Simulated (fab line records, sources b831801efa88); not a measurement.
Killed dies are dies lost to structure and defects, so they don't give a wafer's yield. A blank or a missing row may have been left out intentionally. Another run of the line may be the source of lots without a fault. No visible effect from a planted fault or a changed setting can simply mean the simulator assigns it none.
Matching of chambers -- flow gf180mcu -- GF_V4_CMP_04 on cmp-01: 4 sister chambers
The step polishes SiO2. 8 wafers are shown with their chamber, then 7 later ones without.

== WAFERS PAIRED WITH THEIR CHAMBERS ==
wafer,chamber,motor_current_A (A),time_to_endpoint_s (s)
L280.2,1,12.4,76
L282.5,1,12.9,81
L282.6,2,10.5,85
L281.1,0,9.9,67
L281.3,3,11.7,72
L281.4,2,10.4,77
L294.3,3,11.5,71
L294.4,0,10.4,82

== WAFERS MISSING THEIR CHAMBER ==
wafer,motor_current_A (A),time_to_endpoint_s (s)
L294.6,10.7,78
L295.2,11.1,66
L295.3,12.3,64
L295.5,11.0,74
L297.1,12.5,70
L297.2,10.7,74
L297.4,10.8,77

== WHICH CHAMBER EACH ONE RAN IN ==
wafer,from the rows above,in truth
L294.6,can't be placed: 2 or 0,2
L295.2,can't be placed: 3 or 2 or 0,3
L295.3,can't be placed: 1 or 3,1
L295.5,can't be placed: 3 or 2 or 0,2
L297.1,can't be placed: 1 or 3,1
L297.2,can't be placed: 2 or 0 or 3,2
L297.4,can't be placed: 2 or 0 or 3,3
Correct placement for 0 of the 7. Cannot be placed on the basis of these rows: 7; the candidates contain the true chamber in 7. Placed wrongly: 0.
How it was worked out, from the rows above alone: a wafer's distance from a chamber is the root of the sum, over the readings, of the square of ((its reading less the chamber's mean) divided by the reading's scatter). If the next closest chamber is less than 2 further off than the closest, the wafer can't be placed; otherwise it belongs to the closest. The mean given for a chamber averages the wafers shown for that chamber. The scatter: the root of (the sum of the squares of (reading less its chamber's mean) over the shown wafers, divided by (wafers less chambers)).
